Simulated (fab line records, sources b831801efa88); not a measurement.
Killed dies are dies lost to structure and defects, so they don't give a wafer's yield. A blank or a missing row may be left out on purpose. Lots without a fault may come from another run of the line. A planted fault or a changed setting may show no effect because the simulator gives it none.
One fault seen from 2 desks | flow sky130 | each desk has only its own numbers; what lay behind them comes last

THE TOOL OWNER'S DESK: furnace-01
The tool's own readings at SKY_SONOS_ONO_OXIDATION_00 (stabilise 600 s, purge 300 s, target thk 2.6 nm): means of the sampled wafers that have a number, for each lot that ran on this tool. A lot is out of limits, marked OUT, if its mean lies more than 4 standard deviations from the usual mean; the brackets give that distance.
Columns: A = spike_tc_lower_C at SKY_SONOS_ONO_OXIDATION_00, usual 800.2 C; B = spike_tc_top_C at SKY_SONOS_ONO_OXIDATION_00, usual 812.0 C; C = tube_center_temp_C at SKY_SONOS_ONO_OXIDATION_00, usual 799.99 C; D = tube_center_temp_C_max at SKY_SONOS_ONO_OXIDATION_00, usual 802.0; E = zone_power_bottom_pct at SKY_SONOS_ONO_OXIDATION_00, usual 21.7 %
lot  | first seen here | A                | B     | C                | D               | E
L603 | day 12 04:25    | 802.5            | 814.8 | 799.94           | 801.7           | 18.4
L609 | day 14 11:25    | 800.5            | 814.6 | 799.99           | 801.9           | 18.4
L610 | day 14 17:20    | 800.9            | 814.1 | 799.91           | 802.4           | 18.4
L613 | day 15 17:55    | 805.9 (+5.2) OUT | 819.3 | 804.48 (+67) OUT | 806.3 (+13) OUT | 18.6
L614 | day 15 23:43    | 805.8 (+5.1) OUT | 819.2 | 804.52 (+68) OUT | 806.6 (+13) OUT | 18.9
L621 | day 18 08:35    | 800.9            | 815.0 | 800.02           | 802.2           | 18.3
This desk's finding: out of limits on L613, L614; first on L613, day 15 17:55 (spike_tc_lower_C at SKY_SONOS_ONO_OXIDATION_00). In limits: L603, L609, L610, L621.

THE METROLOGY DESK
What the gauges read, lot by lot, whatever tool the lot ran on: means of the sampled wafers that have a number. A lot is out of limits, marked OUT, if its mean lies more than 4 standard deviations from the usual mean; the brackets give that distance.
Columns: A = SONOS_ONO_OXIDATION_THK at SKY_SONOS_ONO_THK_MEAS_01, usual 2.63 nm; B = VIA1_BOW at SKY_VIA1_BOW_MEAS_03, usual 80 um
lot  | first seen here | A    | B
L600 | day 11 14:46    | 2.73 | 74
L603 | day 12 05:47    | 2.64 | 84
L606 | day 13 07:25    | 2.72 | 74
L609 | day 14 12:45    | 2.59 | 74
L610 | day 14 18:43    | 2.59 | 78
L612 | day 15 12:52    | 2.64 | 74
L613 | day 15 19:15    | 2.75 | 84
L614 | day 16 01:03    | 2.84 | 79
L618 | day 17 14:43    | 2.60 | 87
L621 | day 18 09:56    | 2.58 | 87
L623 | day 19 05:20    | 2.58 | 74
This desk's finding: nothing out of limits on any of the 11 lots.

PUT TOGETHER
The tool owner's desk could have raised an alarm at day 15 17:55, on L613, L614.
The metrology desk saw nothing out of limits.
The metrology desk has L613, L614 on record, within its limits.
Of the lots named, all ran SKY_SONOS_ONO_OXIDATION_00 on furnace-01.

WHAT THE SIMULATOR HAD PUT IN
Process parameter drift: furnace-01, from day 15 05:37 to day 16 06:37, at SKY_SONOS_ONO_OXIDATION_00. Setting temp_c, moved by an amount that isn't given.
Lots struck among those shown: L613, L614.
Hours from the fault's start to each desk's first reading out of limits: the tool owner's desk, 12.
